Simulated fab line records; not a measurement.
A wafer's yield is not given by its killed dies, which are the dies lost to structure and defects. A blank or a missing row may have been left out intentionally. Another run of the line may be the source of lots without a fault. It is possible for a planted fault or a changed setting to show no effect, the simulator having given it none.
The tool behind it: which one? / flow gf180mcu / 45 wafers from 15 lots sampled at 4 of the route's 602 steps

## WHAT THE GAUGES SHOWED, per wafer
The record lacks any reading of a measuring or inspecting step that a usual standard deviation could be used to judge.

## EACH LOT AND THE TOOL THAT RAN IT (in order: tool; ch and the chambers of the sampled wafers; start)
lot=L206; GF_M2_SPUTTER_01=pvd_sputter-03, day 18 03:15; GF_M2_EXPOSE_11=krf_scanner-01 ch 0, day 18 15:59; GF_M2_METAL_ETCH_16=rie_metal-03 ch 0,1, day 19 04:08; GF_V2_CVD_02=pecvd-01 ch 0,1,2, day 19 04:55
lot=L207; GF_M2_SPUTTER_01=pvd_sputter-02, day 18 10:28; GF_M2_EXPOSE_11=krf_scanner-02 ch 0, day 18 23:18; GF_M2_METAL_ETCH_16=rie_metal-04 ch 0,1, day 19 11:23; GF_V2_CVD_02=pecvd-01 ch 0,1,2, day 19 12:11
lot=L210; GF_M2_SPUTTER_01=pvd_sputter-03, day 19 19:00; GF_M2_EXPOSE_11=krf_scanner-01 ch 0, day 20 06:50; GF_M2_METAL_ETCH_16=rie_metal-04 ch 0,1, day 20 19:16; GF_V2_CVD_02=pecvd-01 ch 0,1, day 20 20:05
lot=L211; GF_M2_SPUTTER_01=pvd_sputter-01, day 20 03:47; GF_M2_EXPOSE_11=krf_scanner-02 ch 0, day 20 15:41; GF_M2_METAL_ETCH_16=rie_metal-02 ch 0,1, day 21 03:42; GF_V2_CVD_02=pecvd-04 ch 0,2, day 21 04:27
lot=L212; GF_M2_SPUTTER_01=pvd_sputter-01, day 20 10:01; GF_M2_EXPOSE_11=krf_scanner-01 ch 0, day 20 22:16; GF_M2_METAL_ETCH_16=rie_metal-02 ch 0,1, day 21 10:04; GF_V2_CVD_02=pecvd-01 ch 0,2, day 21 10:53
lot=L213; GF_M2_SPUTTER_01=pvd_sputter-02, day 21 05:44; GF_M2_EXPOSE_11=krf_scanner-02 ch 0, day 21 18:05; GF_M2_METAL_ETCH_16=rie_metal-04 ch 0, day 22 05:32; GF_V2_CVD_02=pecvd-04 ch 0,1,2, day 22 06:35
lot=L214; GF_M2_SPUTTER_01=pvd_sputter-01, day 21 09:40; GF_M2_EXPOSE_11=krf_scanner-01, day 21 21:51; GF_M2_METAL_ETCH_16=rie_metal-02 ch 0,1, day 22 09:25; GF_V2_CVD_02=-
lot=L215; GF_M2_SPUTTER_01=pvd_sputter-03, day 21 18:20; GF_M2_EXPOSE_11=krf_scanner-02, day 22 06:08; GF_M2_METAL_ETCH_16=rie_metal-02 ch 0,1, day 22 18:16; GF_V2_CVD_02=-
lot=L216; GF_M2_SPUTTER_01=pvd_sputter-01, day 22 00:47; GF_M2_EXPOSE_11=krf_scanner-01, day 22 12:26; GF_M2_METAL_ETCH_16=rie_metal-02 ch 0,1, day 23 00:25; GF_V2_CVD_02=-
lot=L224; GF_M2_SPUTTER_01=pvd_sputter-02, day 24 18:24; GF_M2_EXPOSE_11=krf_scanner-01 ch 0, day 25 04:37; GF_M2_METAL_ETCH_16=rie_metal-02 ch 0,1, day 25 15:57; GF_V2_CVD_02=pecvd-03 ch 0,1,2, day 25 16:49
lot=L225; GF_M2_SPUTTER_01=pvd_sputter-03, day 24 22:07; GF_M2_EXPOSE_11=krf_scanner-01 ch 0, day 25 09:40; GF_M2_METAL_ETCH_16=rie_metal-02 ch 0,1, day 25 20:01; GF_V2_CVD_02=pecvd-03 ch 0,1, day 25 20:51
lot=L226; GF_M2_SPUTTER_01=pvd_sputter-01, day 25 01:52; GF_M2_EXPOSE_11=krf_scanner-01 ch 0, day 25 13:30; GF_M2_METAL_ETCH_16=rie_metal-03 ch 0,1, day 25 22:43; GF_V2_CVD_02=pecvd-03 ch 0,1,2, day 25 23:31
lot=L227; GF_M2_SPUTTER_01=pvd_sputter-01, day 25 17:54; GF_M2_EXPOSE_11=krf_scanner-01 ch 0, day 26 03:46; GF_M2_METAL_ETCH_16=rie_metal-02 ch 1, day 26 14:58; GF_V2_CVD_02=pecvd-01 ch 0,1,2, day 26 15:50
lot=L228; GF_M2_SPUTTER_01=pvd_sputter-01, day 25 18:48; GF_M2_EXPOSE_11=krf_scanner-01 ch 0, day 26 05:01; GF_M2_METAL_ETCH_16=rie_metal-04 ch 0,1, day 26 15:42; GF_V2_CVD_02=pecvd-03 ch 0,1,2, day 26 16:28
lot=L229; GF_M2_SPUTTER_01=pvd_sputter-03, day 26 17:35; GF_M2_EXPOSE_11=krf_scanner-02 ch 0, day 27 03:53; GF_M2_METAL_ETCH_16=rie_metal-04 ch 0,1, day 27 14:19; GF_V2_CVD_02=pecvd-03 ch 1,2, day 27 15:07
- GF_M2_SPUTTER_01: material TiN, target thk 30 nm, time 25 s.
- GF_M2_EXPOSE_11: exposes mask Metal2, target cd 280 nm.
- GF_M2_METAL_ETCH_16: etches the open film in Cl2/BCl3, stops on SiO2, target depth 750.8 nm, time 125.1 s.
- GF_V2_CVD_02: deposits SiO2 from TEOS, target thk 850 nm, time 94.851 s.

## WHAT THE TOOLS THEMSELVES READ (means of the sampled wafers that have a number; where no wafer has one, the mark that the record gives instead)
GF_M2_SPUTTER_01. Usual: cathode_dc_power_W 6500.1 W, standard deviation 1.2; throttle_valve_pct 29.8 %, standard deviation 0.53.
lot=L206; tool=pvd_sputter-03; cathode_dc_power_W (W)=6500.2; throttle_valve_pct (%)=29.6; flag=
lot=L207; tool=pvd_sputter-02; cathode_dc_power_W (W)=6500.3; throttle_valve_pct (%)=29.9; flag=
lot=L210; tool=pvd_sputter-03; cathode_dc_power_W (W)=6500.1; throttle_valve_pct (%)=29.9; flag=
lot=L211; tool=pvd_sputter-01; cathode_dc_power_W (W)=6499.9; throttle_valve_pct (%)=29.7; flag=
lot=L212; tool=pvd_sputter-01; cathode_dc_power_W (W)=6499.1; throttle_valve_pct (%)=30.1; flag=
lot=L213; tool=pvd_sputter-02; cathode_dc_power_W (W)=6500.1; throttle_valve_pct (%)=30.7; flag=
lot=L214; tool=pvd_sputter-01; cathode_dc_power_W (W)=6500.8; throttle_valve_pct (%)=29.8; flag=
lot=L215; tool=pvd_sputter-03; cathode_dc_power_W (W)=6499.5; throttle_valve_pct (%)=29.6; flag=
lot=L216; tool=pvd_sputter-01; cathode_dc_power_W (W)=6499.0; throttle_valve_pct (%)=29.5; flag=
lot=L224; tool=pvd_sputter-02; cathode_dc_power_W (W)=6499.9; throttle_valve_pct (%)=29.9; flag=
lot=L225; tool=pvd_sputter-03; cathode_dc_power_W (W)=6500.6; throttle_valve_pct (%)=29.7; flag=
lot=L226; tool=pvd_sputter-01; cathode_dc_power_W (W)=6499.7; throttle_valve_pct (%)=29.8; flag=
lot=L227; tool=pvd_sputter-01; cathode_dc_power_W (W)=6499.9; throttle_valve_pct (%)=30.0; flag=
lot=L228; tool=pvd_sputter-01; cathode_dc_power_W (W)=6499.5; throttle_valve_pct (%)=29.9; flag=
lot=L229; tool=pvd_sputter-03; cathode_dc_power_W (W)=6500.8; throttle_valve_pct (%)=29.8; flag=

GF_M2_EXPOSE_11. Usual: exposure_dose_mJ_cm2 28.002, standard deviation 0.026; focus_offset_nm -0.1 nm, standard deviation 0.52; reticle_temp_C 22.98 C, standard deviation 0.1; stage_vel_mm_s 499.96 mm/s, standard deviation 0.26.
lot=L206; tool=krf_scanner-01; exposure_dose_mJ_cm2=28.005; focus_offset_nm (nm)=-0.4; reticle_temp_C (C)=22.82; stage_vel_mm_s (mm/s)=500.03; flag=
lot=L207; tool=krf_scanner-02; exposure_dose_mJ_cm2=28.006; focus_offset_nm (nm)=0.1; reticle_temp_C (C)=22.85; stage_vel_mm_s (mm/s)=500.07; flag=
lot=L210; tool=krf_scanner-01; exposure_dose_mJ_cm2=27.994; focus_offset_nm (nm)=-0.1; reticle_temp_C (C)=23.08; stage_vel_mm_s (mm/s)=500.00; flag=
lot=L211; tool=krf_scanner-02; exposure_dose_mJ_cm2=27.999; focus_offset_nm (nm)=0.2; reticle_temp_C (C)=23.02; stage_vel_mm_s (mm/s)=499.76; flag=
lot=L212; tool=krf_scanner-01; exposure_dose_mJ_cm2=27.999; focus_offset_nm (nm)=-0.5; reticle_temp_C (C)=23.12; stage_vel_mm_s (mm/s)=500.29; flag=
lot=L213; tool=krf_scanner-02; exposure_dose_mJ_cm2=27.980; focus_offset_nm (nm)=-0.7; reticle_temp_C (C)=22.99; stage_vel_mm_s (mm/s)=499.89; flag=
lot=L214; tool=krf_scanner-01; exposure_dose_mJ_cm2=-; focus_offset_nm (nm)=-; reticle_temp_C (C)=-; stage_vel_mm_s (mm/s)=-; flag=OFF
lot=L215; tool=krf_scanner-02; exposure_dose_mJ_cm2=-; focus_offset_nm (nm)=-; reticle_temp_C (C)=-; stage_vel_mm_s (mm/s)=-; flag=OFF
lot=L216; tool=krf_scanner-01; exposure_dose_mJ_cm2=-; focus_offset_nm (nm)=-; reticle_temp_C (C)=-; stage_vel_mm_s (mm/s)=-; flag=OFF
lot=L224; tool=krf_scanner-01; exposure_dose_mJ_cm2=27.992; focus_offset_nm (nm)=0.3; reticle_temp_C (C)=23.02; stage_vel_mm_s (mm/s)=499.83; flag=
lot=L225; tool=krf_scanner-01; exposure_dose_mJ_cm2=28.007; focus_offset_nm (nm)=0.2; reticle_temp_C (C)=22.91; stage_vel_mm_s (mm/s)=499.97; flag=
lot=L226; tool=krf_scanner-01; exposure_dose_mJ_cm2=28.006; focus_offset_nm (nm)=-0.3; reticle_temp_C (C)=23.08; stage_vel_mm_s (mm/s)=499.80; flag=
lot=L227; tool=krf_scanner-01; exposure_dose_mJ_cm2=28.019; focus_offset_nm (nm)=-0.3; reticle_temp_C (C)=23.05; stage_vel_mm_s (mm/s)=499.98; flag=
lot=L228; tool=krf_scanner-01; exposure_dose_mJ_cm2=28.037; focus_offset_nm (nm)=0.2; reticle_temp_C (C)=22.95; stage_vel_mm_s (mm/s)=500.08; flag=
lot=L229; tool=krf_scanner-02; exposure_dose_mJ_cm2=28.018; focus_offset_nm (nm)=-0.3; reticle_temp_C (C)=22.96; stage_vel_mm_s (mm/s)=500.33; flag=

GF_M2_METAL_ETCH_16. Usual: drypump_motor_current_A 5.8 A, standard deviation 0.44; oes_product_au 0.990 a.u., standard deviation 0.0053; throttle_valve_pct 28.229 %, standard deviation 0.0095.
lot=L206; tool=rie_metal-03; drypump_motor_current_A (A)=6.0; oes_product_au (a.u.)=0.994; throttle_valve_pct (%)=28.219; flag=
lot=L207; tool=rie_metal-04; drypump_motor_current_A (A)=5.7; oes_product_au (a.u.)=0.986; throttle_valve_pct (%)=28.231; flag=
lot=L210; tool=rie_metal-04; drypump_motor_current_A (A)=5.7; oes_product_au (a.u.)=0.989; throttle_valve_pct (%)=28.240; flag=
lot=L211; tool=rie_metal-02; drypump_motor_current_A (A)=5.5; oes_product_au (a.u.)=0.995; throttle_valve_pct (%)=28.230; flag=
lot=L212; tool=rie_metal-02; drypump_motor_current_A (A)=5.6; oes_product_au (a.u.)=0.990; throttle_valve_pct (%)=28.233; flag=
lot=L213; tool=rie_metal-04; drypump_motor_current_A (A)=5.9; oes_product_au (a.u.)=0.985; throttle_valve_pct (%)=28.231; flag=
lot=L214; tool=rie_metal-02; drypump_motor_current_A (A)=6.0; oes_product_au (a.u.)=0.992; throttle_valve_pct (%)=28.228; flag=
lot=L215; tool=rie_metal-02; drypump_motor_current_A (A)=5.5; oes_product_au (a.u.)=0.982; throttle_valve_pct (%)=28.238; flag=
lot=L216; tool=rie_metal-02; drypump_motor_current_A (A)=5.5; oes_product_au (a.u.)=0.985; throttle_valve_pct (%)=28.238; flag=
lot=L224; tool=rie_metal-02; drypump_motor_current_A (A)=6.0; oes_product_au (a.u.)=0.994; throttle_valve_pct (%)=28.227; flag=
lot=L225; tool=rie_metal-02; drypump_motor_current_A (A)=5.5; oes_product_au (a.u.)=0.992; throttle_valve_pct (%)=28.223; flag=
lot=L226; tool=rie_metal-03; drypump_motor_current_A (A)=6.0; oes_product_au (a.u.)=0.989; throttle_valve_pct (%)=28.224; flag=
lot=L227; tool=rie_metal-02; drypump_motor_current_A (A)=6.4; oes_product_au (a.u.)=0.988; throttle_valve_pct (%)=28.225; flag=
lot=L228; tool=rie_metal-04; drypump_motor_current_A (A)=5.7; oes_product_au (a.u.)=0.994; throttle_valve_pct (%)=28.230; flag=
lot=L229; tool=rie_metal-04; drypump_motor_current_A (A)=5.7; oes_product_au (a.u.)=0.988; throttle_valve_pct (%)=28.230; flag=

GF_V2_CVD_02. Usual: 656 W for heater_power_w, sd 94.
lot=L206; tool=pecvd-01; heater_power_w (W)=648; flag=
lot=L207; tool=pecvd-01; heater_power_w (W)=642; flag=
lot=L210; tool=pecvd-01; heater_power_w (W)=604; flag=
lot=L211; tool=pecvd-04; heater_power_w (W)=644; flag=
lot=L212; tool=pecvd-01; heater_power_w (W)=641; flag=
lot=L213; tool=pecvd-04; heater_power_w (W)=667; flag=
lot=L224; tool=pecvd-03; heater_power_w (W)=671; flag=
lot=L225; tool=pecvd-03; heater_power_w (W)=702; flag=
lot=L226; tool=pecvd-03; heater_power_w (W)=704; flag=
lot=L227; tool=pecvd-01; heater_power_w (W)=621; flag=
lot=L228; tool=pecvd-03; heater_power_w (W)=728; flag=
lot=L229; tool=pecvd-03; heater_power_w (W)=789; flag=

## THE ANSWER, worked out from the rows above alone
Rule: lot off if the mean of its wafers having a number is beyond 3 standard deviations from the usual mean. Also off: a lot with no number at a reading for which 4 or more lots have one. Where the step has rows for the other lots, those lots are counted as sound. After the gauges, taken in route order, come the tools' own readings; for these a lot's mean is taken, as printed above. The first step at which some lot is off is used, and at that step the reading that is off furthest; a lot without a number counts as furthest.
Off, at GF_M2_EXPOSE_11 on exposure_dose_mJ_cm2: L214, L215, L216. Without a number there: L214, L215, L216.
A tool fits if, at that step or a process step before it, it ran every lot that is off, and no sound lot after the first of them. No candidate that was tried fits.

## WHAT THE SIMULATOR HAD PUT IN
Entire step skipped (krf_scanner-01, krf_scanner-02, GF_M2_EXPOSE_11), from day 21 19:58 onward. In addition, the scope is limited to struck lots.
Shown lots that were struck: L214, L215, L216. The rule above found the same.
